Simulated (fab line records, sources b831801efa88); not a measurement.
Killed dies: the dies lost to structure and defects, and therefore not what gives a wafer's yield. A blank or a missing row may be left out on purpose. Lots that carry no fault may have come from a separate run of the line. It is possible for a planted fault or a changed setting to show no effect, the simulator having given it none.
The tool behind it: which one? :: flow sky130 :: Sampling: 15 lots, 45 wafers, 5 of 708 route steps

WHAT EACH GAUGE READ, for each wafer
SKY_POLY_GATE_CD_MEAS_22.
lot: L838
measured: day 16 08:41
on: cdSem-02
cdNm (nm): 155.8 147.4 150.2

lot: L839
measured: day 16 14:08
on: cdSem-01
cdNm (nm): 149.7 155.5 152.4

lot: L840
measured: day 17 00:34
on: cdSem-02
cdNm (nm): 150.0 151.3 147.1

lot: L841
measured: day 17 08:28
on: cdSem-02
cdNm (nm): 150.3 146.5 143.4

lot: L843
measured: day 18 05:57
on: cdSem-02
cdNm (nm): 153.0 151.0 149.5

lot: L844
measured: day 18 16:28
on: cdSem-01
cdNm (nm): 150.5 151.3 150.0

lot: L845
measured: day 18 16:30
on: cdSem-02
cdNm (nm): 150.3 152.4 152.8

lot: L846
measured: day 19 11:13
on: cdSem-01
cdNm (nm): 151.8 152.6 151.7

lot: L851
measured: day 21 13:59
on: cdSem-01
cdNm (nm): 152.8 152.8 153.1

lot: L852
measured: day 21 22:37
on: cdSem-02
cdNm (nm): 151.9 144.8 150.1

lot: L853
measured: day 22 02:44
on: cdSem-02
cdNm (nm): 153.6 152.7 152.1

lot: L855
measured: day 23 02:26
on: cdSem-01
cdNm (nm): 150.5 146.0 145.9

lot: L858
measured: day 23 16:13
on: cdSem-01
cdNm (nm): 147.6 147.2 148.7

lot: L859
measured: day 23 21:07
on: cdSem-02
cdNm (nm): 150.7 148.4 146.5

lot: L860
measured: day 24 00:20
on: cdSem-02
cdNm (nm): 151.5 153.7 149.9

SKY_LDD_N_TW_MEAS_17.
lot: L838
measured: day 17 14:52
on: filmMetro-01
LDD_N_TW: 2601 2599 2603

lot: L839
measured: day 17 19:52
on: filmMetro-03
LDD_N_TW: 2595 2595 2591

lot: L840
measured: day 18 07:13
on: filmMetro-03
LDD_N_TW: 2608 2616 2612

lot: L841
measured: day 18 15:13
on: filmMetro-01
LDD_N_TW: 2610 2623 2588

lot: L843
measured: day 19 13:07
on: filmMetro-03
LDD_N_TW: 2591 2575 2591

lot: L844
measured: day 20 00:28
on: filmMetro-01
LDD_N_TW: 2597 2589 2585

lot: L845
measured: day 20 00:11
on: filmMetro-01
LDD_N_TW: 2595 2579 2581

lot: L846
measured: day 20 19:13
on: filmMetro-03
LDD_N_TW: 2622 2620 2608

lot: L851
measured: day 22 21:46
on: filmMetro-02
LDD_N_TW: 2563 2554 2556

lot: L852
measured: day 23 05:58
on: filmMetro-03
LDD_N_TW: 2607 2589 2598

lot: L853
measured: day 23 10:33
on: filmMetro-01
LDD_N_TW: 2581 2576 2579

lot: L855
measured: day 24 09:32
on: filmMetro-02
LDD_N_TW: 2575 2568 2577

lot: L858
measured: day 24 22:57
on: filmMetro-02
LDD_N_TW: 2584 2583 2575

lot: L859
measured: day 25 03:52
on: filmMetro-03
LDD_N_TW: 2617 2616 2628

lot: L860
measured: day 25 07:10
on: filmMetro-02
LDD_N_TW: 2557 2550 2553

SKY_LDD_HVN_OVL_MEAS_07.
lot: L838
measured: day 20 03:10
on: overlay-01
LDD_HVN_OVL (nm): 0.6 2.6 2.0

lot: L839
measured: day 20 08:35
on: overlay-01
LDD_HVN_OVL (nm): 3.3 1.8 0.0

lot: L840
measured: day 20 19:58
on: overlay-01
LDD_HVN_OVL (nm): 0.5 1.4 2.2

lot: L841
measured: day 21 04:37
on: overlay-01
LDD_HVN_OVL (nm): 1.8 -1.2 -0.3

lot: L843
measured: day 22 03:07
on: overlay-02
LDD_HVN_OVL (nm): -0.7 0.6 1.2

lot: L844
measured: day 22 13:35
on: overlay-02
LDD_HVN_OVL (nm): 1.3 1.7 2.8

lot: L845
measured: day 22 12:52
on: overlay-01
LDD_HVN_OVL (nm): 0.8 1.8 1.1

lot: L846
measured: day 23 08:06
on: overlay-01
LDD_HVN_OVL (nm): 2.1 0.1 0.1

lot: L851
measured: day 25 09:30
on: overlay-02
LDD_HVN_OVL (nm): 0.0 0.1 3.1

lot: L852
measured: day 25 16:05
on: overlay-02
LDD_HVN_OVL (nm): 2.7 2.3 2.4

lot: L853
measured: day 25 21:29
on: overlay-01
LDD_HVN_OVL (nm): 0.3 2.9 2.0

lot: L855
measured: day 26 19:34
on: overlay-02
LDD_HVN_OVL (nm): 2.5 3.3 2.0

lot: L858
measured: day 27 07:18
on: overlay-02
LDD_HVN_OVL (nm): 3.2 1.2 0.8

lot: L859
measured: day 27 13:57
on: overlay-01
LDD_HVN_OVL (nm): 3.2 1.9 1.6

lot: L860
measured: day 27 17:16
on: overlay-01
LDD_HVN_OVL (nm): -0.8 1.7 0.4

SKY_LDD_LDN_TW_MEAS_13.
lot: L838
measured: day 22 17:29
on: filmMetro-01
LDD_LDN_TW: 1496 1497 1493

lot: L839
measured: day 22 21:44
on: filmMetro-03
LDD_LDN_TW: 1475 1480 1479

lot: L840
measured: day 23 09:59
on: filmMetro-01
LDD_LDN_TW: 1485 1481 1483

lot: L841
measured: day 23 18:53
on: filmMetro-02
LDD_LDN_TW: 1478 1469 1477

lot: L843
measured: day 24 15:55
on: filmMetro-01
LDD_LDN_TW: 1486 1481 1490

lot: L844
measured: day 25 02:52
on: filmMetro-03
LDD_LDN_TW: 1498 1496 1501

lot: L845
measured: day 25 01:47
on: filmMetro-01
LDD_LDN_TW: 1481 1483 1483

lot: L846
measured: day 25 19:52
on: filmMetro-02
LDD_LDN_TW: 1454 1471 1468

lot: L851
measured: day 27 20:36
on: filmMetro-01
LDD_LDN_TW: 1362 1360 1363 1365 1368 1365

lot: L852
measured: day 28 02:22
on: filmMetro-03
LDD_LDN_TW: 1370 1374 1372 1374 1384 1370

lot: L853
measured: day 28 07:40
on: filmMetro-02
LDD_LDN_TW: 1354 1351 1356 1361 1350 1355

lot: L855
measured: day 29 05:35
on: filmMetro-02
LDD_LDN_TW: 1467 1459 1458

lot: L858
measured: day 29 17:01
on: filmMetro-01
LDD_LDN_TW: 1486 1491 1487

lot: L859
measured: day 29 23:27
on: filmMetro-03
LDD_LDN_TW: 1489 1502 1500

lot: L860
measured: day 30 02:22
on: filmMetro-02
LDD_LDN_TW: 1480 1487 1472

WHAT TOOL EACH LOT RAN ON (gives the tool, then ch and the chambers of the sampled wafers, and finally the start)
lot: L838
SKY_LDD_LDN_IMPLANT_11: implanter-02 ch 0, day 22 17:14

lot: L839
SKY_LDD_LDN_IMPLANT_11: implanter-01 ch 0, day 22 21:31

lot: L840
SKY_LDD_LDN_IMPLANT_11: implanter-02 ch 0, day 23 09:46

lot: L841
SKY_LDD_LDN_IMPLANT_11: implanter-02 ch 0, day 23 18:38

lot: L843
SKY_LDD_LDN_IMPLANT_11: implanter-03 ch 0, day 24 15:42

lot: L844
SKY_LDD_LDN_IMPLANT_11: implanter-02 ch 0, day 25 02:37

lot: L845
SKY_LDD_LDN_IMPLANT_11: implanter-02 ch 0, day 25 01:32

lot: L846
SKY_LDD_LDN_IMPLANT_11: implanter-03 ch 0, day 25 19:37

lot: L851
SKY_LDD_LDN_IMPLANT_11: implanter-02, day 27 20:21

lot: L852
SKY_LDD_LDN_IMPLANT_11: implanter-03, day 28 02:07

lot: L853
SKY_LDD_LDN_IMPLANT_11: implanter-02, day 28 07:25

lot: L855
SKY_LDD_LDN_IMPLANT_11: implanter-01 ch 0, day 29 05:21

lot: L858
SKY_LDD_LDN_IMPLANT_11: implanter-03 ch 0, day 29 16:46

lot: L859
SKY_LDD_LDN_IMPLANT_11: implanter-03 ch 0, day 29 23:12

lot: L860
SKY_LDD_LDN_IMPLANT_11: implanter-03 ch 0, day 30 02:08
- SKY_LDD_LDN_IMPLANT_11

AS READ BY THE TOOLS THEMSELVES (means over the sampled wafers that have a number; for cases with no such wafer, the mark the record gives instead)
SKY_LDD_LDN_IMPLANT_11.
lot: L838
tool: implanter-02
beamEnergyKeV: 14.999
beamOnS (s): 10.16

lot: L839
tool: implanter-01
beamEnergyKeV: 14.998
beamOnS (s): 10.01

lot: L840
tool: implanter-02
beamEnergyKeV: 15.004
beamOnS (s): 10.17

lot: L841
tool: implanter-02
beamEnergyKeV: 15.006
beamOnS (s): 9.96

lot: L843
tool: implanter-03
beamEnergyKeV: 14.998
beamOnS (s): 10.01

lot: L844
tool: implanter-02
beamEnergyKeV: 15.005
beamOnS (s): 10.09

lot: L845
tool: implanter-02
beamEnergyKeV: 14.999
beamOnS (s): 9.86

lot: L846
tool: implanter-03
beamEnergyKeV: 15.001
beamOnS (s): 10.05

lot: L851
tool: implanter-02
beamEnergyKeV: -
beamOnS (s): -

lot: L852
tool: implanter-03
beamEnergyKeV: -
beamOnS (s): -

lot: L853
tool: implanter-02
beamEnergyKeV: -
beamOnS (s): -

lot: L855
tool: implanter-01
beamEnergyKeV: 15.003
beamOnS (s): 10.03

lot: L858
tool: implanter-03
beamEnergyKeV: 15.000
beamOnS (s): 10.04

lot: L859
tool: implanter-03
beamEnergyKeV: 15.000
beamOnS (s): 9.73

lot: L860
tool: implanter-03
beamEnergyKeV: 15.001
beamOnS (s): 9.93

THE ANSWER, worked out from the rows above alone
Rule: usual is defined by the lots themselves. Put in order of their means at a reading, lots are off if they are a third of the lots or fewer, leave a main group of 4 or more, and stand apart from it by a gap of 3 or more times the standard deviation of the main group's means; of several such gaps the widest counts. A main group is skipped when, at the precision printed for the reading in the tables above, its means are all equal. Also off: a lot with no number at a reading for which 4 or more lots have one. Any other lot the step has rows for is counted as sound. Order of review: gauges by route order, followed by the tools' own readings, for which a lot's mean as printed above is used. The first step at which some lot is off is used, and at that step the reading that is off furthest; a lot without a number counts as furthest.
Off: at SKY_LDD_LDN_TW_MEAS_13 (LDD_LDN_TW), L851, L852, L853. The main group has a mean of 1482 with a standard deviation of 11.
If a tool, at a process step before that reading, ran all the lots that are off and no sound lot after the first of them, it fits. The gauges at SKY_LDD_LDN_TW_MEAS_13 aren't tried: what is off there is off at SKY_LDD_LDN_IMPLANT_11 too, on other tools, and a gauge's error can't cause that. Of those tried, none fits.

WHAT HAD BEEN PUT IN BY THE SIMULATOR
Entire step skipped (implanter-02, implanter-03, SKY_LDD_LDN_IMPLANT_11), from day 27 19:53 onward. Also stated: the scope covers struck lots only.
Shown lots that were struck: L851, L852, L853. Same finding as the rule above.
